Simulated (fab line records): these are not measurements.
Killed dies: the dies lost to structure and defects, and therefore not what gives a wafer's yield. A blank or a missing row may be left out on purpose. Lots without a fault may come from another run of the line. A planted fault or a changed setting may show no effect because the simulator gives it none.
2 desks, one fault || flow gf180mcu || only its own numbers are on each desk; what lay behind them is given at the end

## AT THE METROLOGY DESK
What the gauges read for every lot (on any tool): the sampled wafers with a number, averaged. The brackets show how far a lot's mean lies from the usual mean; more than 4 standard deviations puts the lot out of limits, marked OUT.
Columns: A = VT_IMPLANT_TW at GF_VT_IMPLANT_TW_MEAS_10, usual 559; B = M2_ALCU_THK at GF_M2_THK_MEAS_06, usual 452 nm; C = M2_OVL at GF_M2_OVL_MEAS_15, usual -3 nm
{"lot": "L353", "first seen here": "day 5 21:00", "A": 548, "B": 448, "C": -4}
{"lot": "L354", "first seen here": "day 6 05:28", "A": 564, "B": 452, "C": -5}
{"lot": "L355", "first seen here": "day 6 09:41", "A": 563, "B": 453, "C": -4}
{"lot": "L356", "first seen here": "day 6 14:23", "A": 564, "B": 452, "C": -4}
{"lot": "L359", "first seen here": "day 7 09:46", "A": 554, "B": 455, "C": 0}
{"lot": "L360", "first seen here": "day 7 15:54", "A": 560, "B": 447, "C": -5}
{"lot": "L363", "first seen here": "day 8 11:42", "A": 579, "B": 452, "C": -11}
{"lot": "L367", "first seen here": "day 9 14:39", "A": 580, "B": 453, "C": 3}
{"lot": "L368", "first seen here": "day 9 20:43", "A": 563, "B": 452, "C": -9}
{"lot": "L369", "first seen here": "day 10 04:33", "A": 549, "B": 457, "C": -6}
{"lot": "L370", "first seen here": "day 10 07:38", "A": 549, "B": 461, "C": 7}
{"lot": "L371", "first seen here": "day 10 15:02", "A": 560, "B": 444, "C": -2}
{"lot": "L374", "first seen here": "day 11 05:49", "A": 563, "B": 452, "C": 2}
{"lot": "L375", "first seen here": "day 11 12:24", "A": 564, "B": 452, "C": -12}
This desk's verdict: no lot among the 14 shows anything out of limits.

## AT THE TOOL OWNER'S DESK: implanter-03
GF_VT_IMPLANT_IMPLANT_08, tool's own readings: per-lot mean of the sampled wafers with a number, covering each lot this tool ran. The brackets show how far a lot's mean lies from the usual mean; more than 4 standard deviations puts the lot out of limits, marked OUT.
Columns: A = dose-ions-cm2 at GF_VT_IMPLANT_IMPLANT_08, usual 8.289e+12; B = faraday-current-uA at GF_VT_IMPLANT_IMPLANT_08, usual 46.7; C = tilt-deg at GF_VT_IMPLANT_IMPLANT_08, usual 7.000 degrees
{"lot": "L360", "first seen here": "day 7 15:40", "A": 8.293e+12, "B": 46.2, "C": 6.992}
{"lot": "L363", "first seen here": "day 8 11:27", "A": "8.997e+12 (+75) OUT", "B": "51.2 (+4.6) OUT", "C": 6.976}
{"lot": "L367", "first seen here": "day 9 14:24", "A": "9.010e+12 (+77) OUT", "B": 49.8, "C": 6.989}
This desk's verdict: out of limits on L363, L367, starting with L363 at day 8 11:27 (dose-ions-cm2 at GF_VT_IMPLANT_IMPLANT_08). L360 stayed within limits.

## BROUGHT TOGETHER
An alarm could have come from the tool owner's desk at day 8 11:27, on L363, L367.
Nothing out of limits was seen by the metrology desk.
The metrology desk has L363, L367 on record, within its limits.
Every lot named ran GF_VT_IMPLANT_IMPLANT_08 on implanter-03.

## WHAT THE SIMULATOR PUT IN
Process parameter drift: implanter-03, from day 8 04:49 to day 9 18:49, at GF_VT_IMPLANT_IMPLANT_08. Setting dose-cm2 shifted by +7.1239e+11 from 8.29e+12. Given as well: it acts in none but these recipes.
Shown lots that were struck: L363, L367.
How many hours passed from the start of the fault until each desk's first out-of-limits reading: the tool owner's desk, 7.
